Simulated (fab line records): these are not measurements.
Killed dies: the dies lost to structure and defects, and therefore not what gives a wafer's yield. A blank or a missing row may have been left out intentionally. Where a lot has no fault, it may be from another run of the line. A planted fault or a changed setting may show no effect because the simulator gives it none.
Matching of chambers -- flow sky130 -- cmp-02 running SKY_FIELD_ISO_CMP_27: 4 sister chambers
The step polishes, stops on Si3N4, t overpolish 16 s, target thk 457.8 nm. 8 wafers are shown with their chamber, then 8 later ones without.

== WAFERS, EACH WITH ITS CHAMBER ==
wafer,chamber,motor_current_A (A),time_to_endpoint_s (s)
L739.4,2,10.5,112
L741.2,3,10.8,109
L741.6,0,13.4,112
L744.4,3,9.9,109
L745.1,2,11.1,107
L745.4,1,12.8,122
L745.6,1,12.2,120
L748.1,0,13.2,108

== WAFERS WITHOUT THEIR CHAMBER ==
wafer,motor_current_A (A),time_to_endpoint_s (s)
L748.3,12.2,117
L748.5,11.5,115
L757.1,11.9,117
L757.3,11.4,108
L757.4,10.5,105
L759.1,12.2,123
L759.3,10.3,111
L759.6,12.6,112

== WHICH CHAMBER EACH ONE RAN IN ==
wafer,from the rows above,in truth
L748.3,1,1
L748.5,can't be placed: 2 or 1 or 3 or 0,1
L757.1,can't be placed: 1 or 2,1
L757.3,can't be placed: 2 or 3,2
L757.4,can't be placed: 3 or 2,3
L759.1,1,1
L759.3,can't be placed: 3 or 2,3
L759.6,0,0
Correct placement for 3 of the 8. These rows do not allow placing 5 (true chamber among the candidates in 5). Wrongly placed: 0.
How it was worked out, from the rows above alone: a wafer's distance from a chamber is the root of the sum, over the readings, of the square of ((its reading less the chamber's mean) divided by the reading's scatter). If the next closest chamber is less than 2 further off than the closest, the wafer can't be placed; otherwise it belongs to the closest. The mean given for a chamber averages the wafers shown for that chamber. The scatter: take each reading less its chamber's mean, square it, sum over the shown wafers, divide by the number of wafers less the number of chambers, and take the root.
